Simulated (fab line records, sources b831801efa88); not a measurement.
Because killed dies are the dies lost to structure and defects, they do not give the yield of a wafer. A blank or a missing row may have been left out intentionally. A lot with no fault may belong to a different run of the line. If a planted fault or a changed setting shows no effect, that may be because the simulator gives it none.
fab line records    flow sky130
record lots=6  wafers=18  lastDay=50
route steps=708 shown GATE_OXIDE@201 POLY_GATE@204 RES_PROTECT@206 PAD_OPEN@708
lots with no fault: from the same line, run without faults
startH: hours from the record's first day to the start of the lot's first wafer shown    waitH: how many hours have passed since the lot's step before this one    " as in the row above    L1.1+2: a row that stands for several wafers    - no value present, or no start provided    * or withheld: withheld    < > ~ a bound
route shown NAME@n: a module of which the file shows steps, and the number in the route of the first    usual: mean and standard deviation over wafers with no fault    same: alike in all rows    chamber/n: place in a boat    sites: per-site readings    _std_site: their standard deviation    _edge_site: the outer-site mean with the inner-site mean subtracted    radiusMm: how far each site lies from the wafer's centre    mask NAME#n: copy n    behind: the most recent tool/chamber to have shaped the wafer    hold: why the lot went on hold/how many hours it stayed there/how the hold came to an end    device: whichever transistor did not switch (one of n, p or np)    end of line: the tests these same wafers got at the end of their route    for a step that has no rows: nothing shown but its recipe    killed: count of dies lost to structure and defects at first sort (not the wafer's yield)    map: shows each die of a wafer: x if killed, . if not, _ if none is there
set.NAME: the setting as run; set.NAME@STEP: as run at that earlier step    model.NAME: the simulator's own value behind a step, which no gauge read
lots at some steps of the route; a table a step, a row a wafer
services: when a tool's chamber went out of use (startH, in hours from the record's first day, below 0 if earlier), for how many hours, and the reason
## steps
# step SKY_GATE_OXIDE_TW_MEAS_14
# usual GATE_OXIDE_TW=219.9/1.8
lot.wafer  tool          chamber  startH  waitH  GATE_OXIDE_TW
L649.2     filmMetro-03  -        356.12  0.1    218.8
L649.4     "             -        "       "      219.0
L649.6     "             -        "       "      218.6
L657.1     filmMetro-03  -        423.00  0.1    217.7
L657.4     "             -        "       "      218.9
L657.6     "             -        "       "      216.4
L658.3     filmMetro-03  -        425.67  0.1    219.1
L658.5     "             -        "       "      218.2
L658.6     "             -        "       "      219.0
L663.3     filmMetro-04  -        473.03  0.1    221.9
L663.4     "             -        "       "      220.8
L663.6     "             -        "       "      222.0
L665.1     filmMetro-04  -        486.50  0.1    222.4
L665.4     "             -        "       "      221.8
L665.6     "             -        "       "      220.9
L667.2     filmMetro-03  -        507.81  0.1    216.3
L667.3     "             -        "       "      217.3
L667.4     "             -        "       "      217.5
# step SKY_GATE_OXIDE_CLEAN_15
# recipe chemistry=SC1/SC2  mix=1:4:20  tempC=70  timeS=150  dry=n2Spin
# step SKY_GATE_OXIDE_OXIDATION_16
# recipe tempC=800  ambient=O2  idleTempC=700  rampUpCPerMin=10  rampDownCPerMin=3  stabiliseS=600  purgeS=300  targetThkA=35.7  oxTimeS=1915
# step SKY_POLY_GATE_CVD_00
# recipe material=poly-Si  targetThkNm=180  tempC=620  timeS=720  pressureMtorr=200
# step SKY_POLY_GATE_THK_MEAS_01
# recipe reads=poly-Si_of_POLY_GATE_CVD_00
# usual POLY_GATE_CVD_00_THK=179.7/1.5
lot.wafer  tool          chamber  startH  waitH  POLY_GATE_CVD_00_THK[nm]
L649.2     filmMetro-01  -        359.21  0.0    182.4
L649.4     "             -        "       "      178.1
L649.6     "             -        "       "      180.3
L657.1     filmMetro-02  -        425.85  0.0    178.0
L657.4     "             -        "       "      177.6
L657.6     "             -        "       "      175.9
L658.3     filmMetro-03  -        430.22  0.0    177.8
L658.5     "             -        "       "      178.2
L658.6     "             -        "       "      179.2
L663.3     filmMetro-02  -        475.87  0.0    179.2
L663.4     "             -        "       "      178.8
L663.6     "             -        "       "      179.6
L665.1     filmMetro-03  -        489.40  0.0    181.7
L665.4     "             -        "       "      180.7
L665.6     "             -        "       "      180.6
L667.2     filmMetro-01  -        511.44  0.0    178.3
L667.3     "             -        "       "      178.3
L667.4     "             -        "       "      180.3
# step SKY_RES_PROTECT_DEHYDRATE_00
# recipe tempC=200  timeS=60
# step SKY_RES_PROTECT_HMDS_01
# recipe primeTimeS=60  primeTempC=120
# step SKY_RES_PROTECT_COAT_02
# recipe resist=NOVOLAK  spinRpm=3000  resistThkNm=1140
# step SKY_RES_PROTECT_SOFTBAKE_03
# recipe tempC=90  timeS=60  resist=NOVOLAK
# step SKY_RES_PROTECT_EXPOSE_04
# recipe maskId=RPM  na=0.6  sourceShape=conventional  sigmaOuter=0.6  polarization=unpolarized  targetCdNm=1270  doseMj=131
# step SKY_RES_PROTECT_PEB_05
# recipe tempC=withheld  timeS=*  resist=NOVOLAK
# step SKY_RES_PROTECT_DEVELOP_06
# recipe resist=NOVOLAK  developer=TMAH  developTimeS=60  devTempC=23
# step SKY_POLY_GATE_IMPLANT_02
# recipe species=P  energyKev=30  doseCm2=7.7e+15  tiltDeg=0
# usual beamOnS=36/3.5
# same implantIonAmu=31
lot.wafer  tool          chamber  startH  waitH  beamOnS
L649.2     implanter-04  0        388.46  0.1    42
L649.4     "             0        "       "      41
L649.6     "             0        "       "      43
L657.1     implanter-03  0        456.48  0.1    47
L657.4     "             0        "       "      46
L657.6     "             0        "       "      45
L658.3     implanter-03  0        460.71  0.1    46
L658.5     "             0        "       "      46
L658.6     "             0        "       "      45
L663.3     implanter-01  0        507.45  0.1    37
L663.4     "             0        "       "      37
L663.6     "             0        "       "      36
L665.1     implanter-01  0        520.70  0.1    37
L665.4     "             0        "       "      36
L665.6     "             0        "       "      37
L667.2     implanter-03  0        541.78  0.1    31
L667.3     "             0        "       "      34
L667.4     "             0        "       "      31
# step SKY_RES_PROTECT_STRIP_07
# recipe chemistry=O2/N2  powerW=1400  pressureMtorr=1500  platenTempC=withheld  o2FlowSccm=3000  n2FlowSccm=300  overashFraction=0.5
# usual drypumpMotorCurrentA=5.5/0.51  oesProductAu=0.517/0.0047  stripTimeToEndpointS=23.30/0.045
lot.wafer  tool            chamber  startH  waitH  drypumpMotorCurrentA  oesProductAu  rfHoursCounterH  stripTimeToEndpointS
L649.2     plasmaAsher-02  0        388.58  0.1    5.5                   0.517         68               23.28
L649.4     "               0        "       "      5.5                   0.515         -                23.33
L649.6     "               0        "       "      5.5                   0.514         -                23.30
L657.1     plasmaAsher-01  1        456.63  0.1    5.0                   0.497         66               24.77
L657.4     "               0        "       "      5.4                   0.501         -                24.77
L657.6     "               0        "       "      5.4                   0.503         -                24.75
L658.3     plasmaAsher-01  1        460.85  0.1    5.0                   0.505         -                24.79
L658.5     "               1        "       "      5.0                   0.498         -                24.83
L658.6     "               0        "       "      5.4                   0.493         -                24.84
L663.3     plasmaAsher-03  1        507.59  0.1    5.5                   0.514         -                23.30
L663.4     "               0        "       "      5.1                   0.512         -                23.28
L663.6     "               0        "       "      5.1                   0.517         -                23.25
L665.1     plasmaAsher-02  1        520.85  0.1    6.7                   0.520         81               23.29
L665.4     "               0        "       "      5.5                   0.515         -                23.25
L665.6     "               1        "       "      6.7                   0.520         -                23.29
L667.2     plasmaAsher-01  0        541.90  0.1    5.4                   0.510         74               23.23
L667.3     "               0        "       "      5.4                   0.513         -                23.24
L667.4     "               1        "       "      5.0                   0.519         -                23.21
# step SKY_RES_PROTECT_TW_MEAS_08
# usual POLY_GATE_TW=4001/28
lot.wafer  tool          chamber  startH  waitH  POLY_GATE_TW
L649.2     filmMetro-04  -        388.69  0.1    4002
L649.4     "             -        "       "      4022
L649.6     "             -        "       "      4016
L657.1     filmMetro-01  -        456.73  0.1    4049
L657.4     "             -        "       "      4051
L657.6     "             -        "       "      4055
L658.3     filmMetro-01  -        460.93  0.1    4078
L658.5     "             -        "       "      4053
L658.6     "             -        "       "      4054
L663.3     filmMetro-04  -        507.67  0.1    3966
L663.4     "             -        "       "      3957
L663.6     "             -        "       "      3937
L665.1     filmMetro-04  -        520.95  0.1    3991
L665.4     "             -        "       "      3974
L665.6     "             -        "       "      3960
L667.2     filmMetro-01  -        542.01  0.1    4011
L667.3     "             -        "       "      4010
L667.4     "             -        "       "      4027
# step SKY_PAD_OPEN_PROBE_99
# usual killed_at_M0_to_M3=44/7.9  killed_at_M4_up=3.1/2  killedAtContacts=23/4.9  killedAtFrontEnd=15/3.9  killedAtOther=0.2/0.49  killedDies=86/10  killedOpen=47/7.1  killedShort=39/7.1
# same grossDies=492  killedAtBackSide=0
lot.wafer  tool       chamber  startH   waitH  killed_at_M0_to_M3  killed_at_M4_up  killedAtContacts  killedAtFrontEnd  killedAtOther  killedDies  killedOpen  killedShort  model.etest.resPoly.lineOhmUm  model.etest.liconPoly.rcOhm  model.etest.resPoly.rsOhmSq
L649.2     prober-01  -        1110.49  0.1    39                  3                28                14                0              84          33          50           494.6                          151.5                        46.88
L649.4     prober-01  -        1110.59  0.2    33                  4                22                19                0              78          37          39           513.5                          151.3                        47.94
L649.6     prober-01  -        1110.69  0.2    31                  0                24                18                1              74          33          41           482.9                          147.1                        47.3
L657.1     prober-01  -        1149.81  0.1    57                  4                34                17                1              113         58          54           442.6                          116.5                        39.32
L657.4     prober-01  -        1149.96  0.2    42                  5                20                20                0              87          55          32           409.2                          119.2                        39.69
L657.6     prober-01  -        1150.06  0.2    47                  1                29                17                0              94          55          39           449.6                          120.7                        39.65
L658.3     prober-02  -        1157.98  0.2    40                  2                16                19                0              77          34          42           438.8                          113.2                        40.44
L658.5     prober-02  -        1158.08  0.2    51                  3                23                23                0              100         59          41           439.9                          118                          40.24
L658.6     prober-02  -        1158.13  0.2    38                  2                28                18                0              86          46          40           451.4                          113.5                        40.6
L663.3     prober-01  -        1180.29  0.2    49                  5                20                9                 1              84          52          32           500.1                          146.7                        47.8
L663.4     prober-01  -        1180.34  0.2    48                  4                19                11                0              82          42          40           503                            155.9                        48.27
L663.6     prober-01  -        1180.44  0.2    50                  8                20                20                0              98          50          48           518                            154.7                        48.08
L665.1     prober-01  -        1186.32  0.1    50                  0                20                16                1              87          50          35           571.3                          149.5                        49.03
L665.4     prober-01  -        1186.47  0.2    60                  3                25                16                2              106         49          57           505.6                          149                          48.99
L665.6     prober-01  -        1186.57  0.2    28                  4                19                14                0              65          36          29           506.7                          147.2                        48.14
L667.2     prober-01  -        1199.57  0.1    40                  0                22                13                0              75          46          28           508.6                          154.1                        48.98
L667.3     prober-01  -        1199.62  0.2    38                  3                18                11                0              70          43          27           539.2                          151.9                        49.17
L667.4     prober-01  -        1199.67  0.2    40                  1                17                14                0              72          39          33           511.7                          159.8                        49.04
# killed by level:class
L649.2 LOCAL_INTERCONNECT:geometricParticle:short=10 METAL2:geometricParticle:short=7 CONTACT:geometricParticle:short=6 CONTACT:geometricParticle:open=6 VIA1:geometricParticle:open=5 VIA1:geometricParticle:short=5 VIA2:geometricParticle:short=5 FIELD_ISO:geometricParticle:open=4
L649.4 VIA1:geometricParticle:open=9 CONTACT:geometricParticle:open=8 POLY_GATE:geometricParticle:short=6 VIA1:geometricParticle:short=6 METAL2:geometricParticle:short=5 SPACER:geometricParticle:open=4 LI_CONTACT:geometricParticle:open=4 LOCAL_INTERCONNECT:geometricParticle:short=4
L649.6 VIA1:geometricParticle:open=10 LOCAL_INTERCONNECT:geometricParticle:short=9 CONTACT:geometricParticle:short=8 FIELD_ISO:geometricParticle:short=6 CONTACT:geometricParticle:open=6 METAL2:geometricParticle:short=5 VIA3:geometricParticle:open=5 SPACER:geometricParticle:short=4
L657.1 VIA1:geometricParticle:open=13 VIA2:geometricParticle:open=10 LI_CONTACT:geometricParticle:open=9 CONTACT:geometricParticle:open=9 LOCAL_INTERCONNECT:geometricParticle:short=6 LI_CONTACT:geometricParticle:short=6 VIA2:geometricParticle:short=6 METAL2:geometricParticle:short=6
L657.4 VIA1:geometricParticle:open=15 CONTACT:geometricParticle:open=7 LI_CONTACT:geometricParticle:open=6 CONTACT:geometricParticle:short=6 VIA2:geometricParticle:open=6 FIELD_ISO:geometricParticle:short=5 POLY_GATE:geometricParticle:short=4 METAL2:geometricParticle:short=4
L657.6 VIA1:geometricParticle:open=16 CONTACT:geometricParticle:open=15 FIELD_ISO:geometricParticle:short=7 LI_CONTACT:geometricParticle:open=7 VIA1:geometricParticle:short=6 VIA2:geometricParticle:open=5 METAL1:geometricParticle:short=5 VIA3:geometricParticle:open=5
L658.3 VIA1:geometricParticle:open=10 POLY_GATE:geometricParticle:short=6 CONTACT:geometricParticle:open=6 FIELD_ISO:geometricParticle:short=5 METAL1:geometricParticle:short=5 LOCAL_INTERCONNECT:geometricParticle:short=5 VIA3:geometricParticle:short=5 VIA2:geometricParticle:open=4
L658.5 VIA1:geometricParticle:open=23 CONTACT:geometricParticle:open=8 VIA2:geometricParticle:open=8 POLY_GATE:geometricParticle:short=6 METAL2:geometricParticle:short=5 POLY_GATE:geometricParticle:open=4 LI_CONTACT:geometricParticle:short=4 LI_CONTACT:geometricParticle:open=4
L658.6 VIA1:geometricParticle:open=11 CONTACT:geometricParticle:open=9 LOCAL_INTERCONNECT:geometricParticle:short=7 VIA2:geometricParticle:open=6 VIA3:geometricParticle:open=5 SPACER:geometricParticle:short=5 METAL1:geometricParticle:short=5 LI_CONTACT:geometricParticle:open=4
L663.3 VIA2:geometricParticle:open=10 VIA1:geometricParticle:open=9 VIA1:geometricParticle:short=8 VIA3:geometricParticle:open=8 LI_CONTACT:geometricParticle:open=7 CONTACT:geometricParticle:open=7 VIA3:geometricParticle:short=5 FIELD_ISO:geometricParticle:open=3
L663.4 VIA1:geometricParticle:open=12 VIA1:geometricParticle:short=9 VIA3:geometricParticle:open=6 CONTACT:geometricParticle:open=6 METAL2:geometricParticle:short=5 LI_CONTACT:geometricParticle:short=5 VIA2:geometricParticle:open=4 METAL4:geometricParticle:short=4
L663.6 VIA1:geometricParticle:open=16 FIELD_ISO:geometricParticle:short=9 CONTACT:geometricParticle:open=6 VIA1:geometricParticle:short=6 VIA3:geometricParticle:open=6 METAL3:geometricParticle:short=5 LOCAL_INTERCONNECT:geometricParticle:short=5 METAL2:geometricParticle:short=5
L665.1 VIA3:geometricParticle:open=10 VIA2:geometricParticle:open=8 VIA1:geometricParticle:open=7 VIA1:geometricParticle:short=7 METAL1:geometricParticle:short=6 LOCAL_INTERCONNECT:geometricParticle:short=5 CONTACT:geometricParticle:short=5 CONTACT:geometricParticle:open=4
L665.4 METAL1:geometricParticle:short=12 CONTACT:geometricParticle:open=10 VIA3:geometricParticle:open=9 VIA1:geometricParticle:open=8 POLY_GATE:geometricParticle:short=8 VIA1:geometricParticle:short=7 VIA2:geometricParticle:open=6 CONTACT:geometricParticle:short=5
L665.6 CONTACT:geometricParticle:open=8 VIA3:geometricParticle:open=7 FIELD_ISO:geometricParticle:short=5 POLY_GATE:geometricParticle:open=4 LI_CONTACT:geometricParticle:open=4 LI_CONTACT:geometricParticle:short=4 METAL1:geometricParticle:short=4 VIA1:geometricParticle:open=4
L667.2 VIA1:geometricParticle:open=14 CONTACT:geometricParticle:open=7 LOCAL_INTERCONNECT:geometricParticle:short=6 LI_CONTACT:geometricParticle:open=5 VIA3:geometricParticle:open=5 FIELD_ISO:geometricParticle:open=4 VIA2:geometricParticle:open=4 POLY_GATE:geometricParticle:short=3
L667.3 VIA1:geometricParticle:open=9 CONTACT:geometricParticle:open=7 METAL1:geometricParticle:short=6 METAL1:geometricParticle:open=6 VIA1:geometricParticle:short=5 LI_CONTACT:geometricParticle:open=4 VIA2:geometricParticle:open=4 FIELD_ISO:geometricParticle:open=3
L667.4 VIA1:geometricParticle:open=10 LI_CONTACT:geometricParticle:open=7 METAL1:geometricParticle:short=5 VIA3:geometricParticle:open=5 VIA2:geometricParticle:open=5 FIELD_ISO:geometricParticle:open=4 POLY_GATE:geometricParticle:short=4 VIA2:geometricParticle:short=4
## services
tool            chamber  startH  hours  kind
implanter-03    -        364.56  18.9   pm
implanter-04    -        369.08  17.1   repair
implanter-04    -        371.49  5.7    repair
plasmaAsher-02  -        372.87  12.5   repair
implanter-03    -        383.46  5.6    pm
implanter-01    -        386.19  3.4    pm
plasmaAsher-02  -        419.46  2.7    repair
plasmaAsher-03  -        421.25  9.0    pm
plasmaAsher-03  0        421.25  9.0    ventCycle
plasmaAsher-03  1        421.25  9.0    ventCycle
plasmaAsher-03  0        430.25  -      clean
plasmaAsher-03  1        430.25  -      clean
implanter-03    -        467.03  2.9    repair
implanter-03    -        467.85  12.9   repair
implanter-03    -        480.49  2.9    repair
implanter-03    -        508.97  2.8    repair
implanter-04    -        529.60  3.1    pm
## key
firstSign step=SKY_POLY_GATE_IMPLANT_02  reading=beamOnS  direction=up  sigmas=2.9  usual=36  struck=46
effect step=SKY_RES_PROTECT_STRIP_07  reading=stripTimeToEndpointS  direction=up  sigmas=33  usual=*  struck=*
effect step=SKY_RES_PROTECT_TW_MEAS_08  reading=POLY_GATE_TW  direction=up  sigmas=2  usual=4001  struck=4057
modelEffect step=SKY_PAD_OPEN_PROBE_99  value=etest.resPoly.lineOhmUm  without=532.9  struck=438.6
metAt SKY_POLY_GATE_IMPLANT_02
struckWafers L657.1,L657.4,L657.6,L658.3,L658.5,L658.6
testerLeftOut L657,L658
fault kind=processParameterDrift  tool=implanter-03  chamber=-  onsetH=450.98  steps=SKY_POLY_GATE_IMPLANT_02  channel=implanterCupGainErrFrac  offset=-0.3  shape=step  endH=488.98
# testerLeftOut: of these lots the tester's yield and bins aren't shown, on N5 and GAA mostly nor the transistor test; their killed dies are dies lost to structure and defects alone, not to doping, threshold or leakage, so they don't give the yield
